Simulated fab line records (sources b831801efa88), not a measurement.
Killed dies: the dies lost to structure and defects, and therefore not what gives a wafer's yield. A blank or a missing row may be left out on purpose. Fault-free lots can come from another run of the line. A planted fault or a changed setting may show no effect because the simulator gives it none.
Tool commonality check + flow gf180mcu + 15 lots, 45 wafers sampled

REASON FOR OPENING
3 of 15 lots carry a flag on the reading VT_IMPLANT_3_TW at GF_VT_IMPLANT_TW_MEAS_32. No-fault wafers: 265.9, standard deviation 1.8.
Rule: a lot gets a flag if all its wafers with a number sit over 4 standard deviations from that mean, or if no wafer of it has a number. All remaining lots are regarded as sound.

| lot  | measured     | on            | VT_IMPLANT_3_TW, wafer by wafer | flag    |
|------|--------------|---------------|---------------------------------|---------|
| L367 | day 6 20:46  | film-metro-04 | 266.5 266.6 265.2               |         |
| L368 | day 7 02:11  | film-metro-04 | 263.3 262.6 264.3               |         |
| L370 | day 7 17:24  | film-metro-01 | 262.5 262.6 262.8               |         |
| L371 | day 7 23:28  | film-metro-01 | 264.5 263.5 263.7               |         |
| L372 | day 8 05:47  | film-metro-04 | 265.5 266.6 265.8               |         |
| L373 | day 8 15:31  | film-metro-01 | 266.6 264.2 267.2               |         |
| L375 | day 9 00:29  | film-metro-04 | 29.8 29.9 29.8                  | FLAGGED |
| L376 | day 9 07:11  | film-metro-03 | 30.1 30.3 30.3                  | FLAGGED |
| L377 | day 9 16:02  | film-metro-01 | 29.8 29.7 29.8                  | FLAGGED |
| L381 | day 10 16:23 | film-metro-01 | 264.4 265.6 266.9               |         |
| L385 | day 11 18:47 | film-metro-01 | 265.1 266.0 265.4               |         |
| L386 | day 12 01:04 | film-metro-01 | 264.2 264.1 264.2               |         |
| L388 | day 12 14:48 | film-metro-03 | 267.2 267.3 268.6               |         |
| L389 | day 13 01:40 | film-metro-04 | 267.6 268.8 268.4               |         |
| L390 | day 13 02:25 | film-metro-01 | 264.6 264.5 265.3               |         |
On average the flagged lots read 29.9, which is -236.0 against the usual, or -99 or more standard deviations.

EACH LOT AND THE TOOL IT RAN ON
Before the reading, the record contains 2 process steps out of a 602-step route. Each cell gives the tool, then ch followed by the chambers the sampled wafers passed through, then the start.
| lot  | flag    | GF_LVPWELL_STRIP_10                 | GF_VT_IMPLANT_IMPLANT_30        |
|------|---------|-------------------------------------|---------------------------------|
| L367 |         | plasma-asher-03 ch 0,1, day 3 19:49 | implanter-03 ch 0, day 6 20:32  |
| L368 |         | plasma-asher-01 ch 0,1, day 4 02:44 | implanter-02 ch 0, day 7 01:56  |
| L370 |         | plasma-asher-01 ch 1, day 4 14:38   | implanter-02 ch 0, day 7 17:10  |
| L371 |         | plasma-asher-03 ch 0,1, day 4 20:22 | implanter-02 ch 0, day 7 23:14  |
| L372 |         | plasma-asher-01 ch 0,1, day 5 00:20 | implanter-02 ch 0, day 8 05:33  |
| L373 |         | plasma-asher-04 ch 0,1, day 5 08:44 | implanter-02 ch 0, day 8 15:17  |
| L375 | FLAGGED | plasma-asher-04 ch 0,1, day 5 18:14 | implanter-04, day 9 00:14       |
| L376 | FLAGGED | plasma-asher-04 ch 0, day 5 22:23   | implanter-04, day 9 06:56       |
| L377 | FLAGGED | plasma-asher-03 ch 1, day 6 05:59   | implanter-02, day 9 15:47       |
| L381 |         | plasma-asher-04 ch 0,1, day 7 04:00 | implanter-02 ch 0, day 10 16:08 |
| L385 |         | plasma-asher-04 ch 0,1, day 8 02:33 | implanter-02 ch 0, day 11 18:33 |
| L386 |         | plasma-asher-01 ch 0,1, day 8 08:43 | implanter-03 ch 0, day 12 00:50 |
| L388 |         | plasma-asher-04 ch 0,1, day 8 18:41 | implanter-04 ch 0, day 12 14:34 |
| L389 |         | plasma-asher-04 ch 0,1, day 9 03:15 | implanter-02 ch 0, day 13 01:26 |
| L390 |         | plasma-asher-03 ch 0, day 9 05:14   | implanter-04 ch 0, day 13 02:10 |
What is done by these steps:
- GF_LVPWELL_STRIP_10: strips in O2/N2.
- GF_VT_IMPLANT_IMPLANT_30
- GF_VT_IMPLANT_TW_MEAS_32

FLAGGED AGAINST TOTAL, ONE TOOL AT A TIME (gauges that did the reading follow at the end)
| step                     | tool            | lots run | flagged | share of the flagged lots | sound lots run after its first flagged lot |
|--------------------------|-----------------|----------|---------|---------------------------|--------------------------------------------|
| GF_LVPWELL_STRIP_10      | plasma-asher-01 | 4        | 0       | none                      | -                                          |
| GF_LVPWELL_STRIP_10      | plasma-asher-03 | 4        | 1       | some                      | 1 (L390)                                   |
| GF_LVPWELL_STRIP_10      | plasma-asher-04 | 7        | 2       | some                      | 4 (L381,L385,L388,L389)                    |
| GF_VT_IMPLANT_IMPLANT_30 | implanter-02    | 9        | 1       | some                      | 3 (L381,L385,L389)                         |
| GF_VT_IMPLANT_IMPLANT_30 | implanter-03    | 2        | 0       | none                      | -                                          |
| GF_VT_IMPLANT_IMPLANT_30 | implanter-04    | 4        | 2       | some                      | 2 (L388,L390)                              |
| GF_VT_IMPLANT_TW_MEAS_32 | film-metro-01   | 8        | 1       | some                      | 4 (L381,L385,L386,L390)                    |
| GF_VT_IMPLANT_TW_MEAS_32 | film-metro-03   | 2        | 1       | some                      | 1 (L388)                                   |
| GF_VT_IMPLANT_TW_MEAS_32 | film-metro-04   | 5        | 1       | some                      | 1 (L389)                                   |

THE TABLE: WHAT IT ALLOWS
No row of the table ran every flagged lot.

WHAT THE SIMULATOR PUT IN
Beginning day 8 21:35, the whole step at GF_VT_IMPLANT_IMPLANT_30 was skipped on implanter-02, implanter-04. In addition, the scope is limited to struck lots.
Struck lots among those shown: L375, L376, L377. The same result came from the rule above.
